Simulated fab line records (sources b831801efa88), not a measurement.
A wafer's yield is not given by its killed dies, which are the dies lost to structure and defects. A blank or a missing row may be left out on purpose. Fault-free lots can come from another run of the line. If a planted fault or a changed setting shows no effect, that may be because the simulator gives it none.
A struck lot beside a sound one :: flow sky130 :: 15 steps out of a route of 708
Sound: wafers L546.1, L546.3, L546.5. Struck: wafers L559.1, L559.2, L559.6. The cause is named last.
Each step with rows lists, per side, the tool, then ch with its chambers, then its first start. Under that, the readings that differ: sound wafers :: struck wafers :: difference of the means :: sigmas: that difference in standard deviations of wafers without a fault.
alike: readings whose means differ by less than 2 such deviations, and words and numbers that are the same on both sides. not compared: withheld readings, readings that some wafer has no value for, bounds like >300 that may hide the same value, and numbers for which the record gives no deviation and whose values overlap.
The two part at a step that has a row with sigmas, a row that says differs or no value, or rows on one side only. When numbers do not overlap yet have no deviation, they are printed without sigmas and do not part them. A reading missing from all wafers of one side parts the sides only when that side holds two or more wafers.

first, 4 steps without rows for these wafers: SKY_VIA2_STRIP_16 (strips in O2/N2); SKY_VIA2_STRIP_17 (strips in post etch residue remover, time 1200 s); SKY_VIA2_CLEAN_18 (cleans in IPA, time 180 s); SKY_VIA2_CLEAN_19 (cleans in O3/DIW).
SKY_VIA2_SPUTTER_20: material TiN, target thk 20 nm, time 80 s.
  sound on pvd-sputter-01 at day 37 02:19; struck on pvd-sputter-04 at day 40 23:35
  alike: throttle-valve-pct
SKY_VIA2_CVD_21: deposits W, target thk 420 nm, time 126.4 s.
  sound on cvd-w-02 ch 0,1, day 37 02:22; struck on cvd-w-01 ch 0,1, day 40 23:38
  alike: heater-power-w
SKY_VIA2_RS_MEAS_22: measures by four-point-probe.
  sound on film-metro-03 at day 37 02:30; struck on film-metro-02 at day 40 23:46
  alike: VIA2_W_RS
SKY_VIA2_THK_MEAS_23: measures by xrf.
  sound on film-metro-03 at day 37 02:37; struck on film-metro-02 at day 40 23:53
  alike: VIA2_W_THK
SKY_VIA2_CMP_24: polishes, stops on SiO2, t overpolish 20 s, target thk 0 nm.
  sound on cmp-02 ch 1,3, day 37 02:41; struck on cmp-01 ch 1,2,3, day 40 23:57
  alike: motor-current-A, overpolish-run-s, time-to-endpoint-s
SKY_METAL3_SPUTTER_00: material Ti, target thk 15 nm, time 10 s.
  sound on pvd-sputter-04 at day 37 02:59; struck on pvd-sputter-02 at day 41 00:15
  alike: throttle-valve-pct
SKY_METAL3_SPUTTER_01: material TiN, target thk 20 nm, time 16.7 s.
  sound on pvd-sputter-04 at day 37 03:00; struck on pvd-sputter-02 at day 41 00:16
  alike: throttle-valve-pct
then, 1 step without rows for these wafers: SKY_METAL3_SPUTTER_02 (material AlCu, target thk 735 nm, time 39.1 s).
SKY_METAL3_SPUTTER_03: material Ti, target thk 5 nm, time 3.3 s.
  sound on pvd-sputter-04 at day 37 03:04; struck on pvd-sputter-02 at day 41 00:20
reading: model.Ti_of_METAL3_SPUTTER_03.thk-nm (nm)
sound: 4.988 5.187 5.037
struck: 6.263 6.176 6.145
difference: +1.124
sigmas: 
  alike: throttle-valve-pct
then, 1 step without rows for these wafers: SKY_METAL3_SPUTTER_04 (material TiN, target thk 70 nm, time 58.3 s).
-- the record jumps here: 8 days lie between the struck wafers' starts before and after (it left off in module METAL3 and takes up again in module PAD_OPEN, whose first step shown is number 708 of the route) --
SKY_PAD_OPEN_PROBE_99:
  sound on prober-01 at day 46 10:41; struck on prober-01 at day 49 10:57
  alike: defect-limited-yield, killed_at_M0_to_M3, killed_at_M4_up, killed-at-contacts, killed-at-front-end, killed-at-other, killed-dies, killed-open, killed-short, sort_bin_3_pad_short, sort_bin_5_function, sort_bin_6_memory, sort-n-pass, sort-yield-pct

WHERE THEY PART
Nowhere in this record.

WHY: what had been put in by the simulator
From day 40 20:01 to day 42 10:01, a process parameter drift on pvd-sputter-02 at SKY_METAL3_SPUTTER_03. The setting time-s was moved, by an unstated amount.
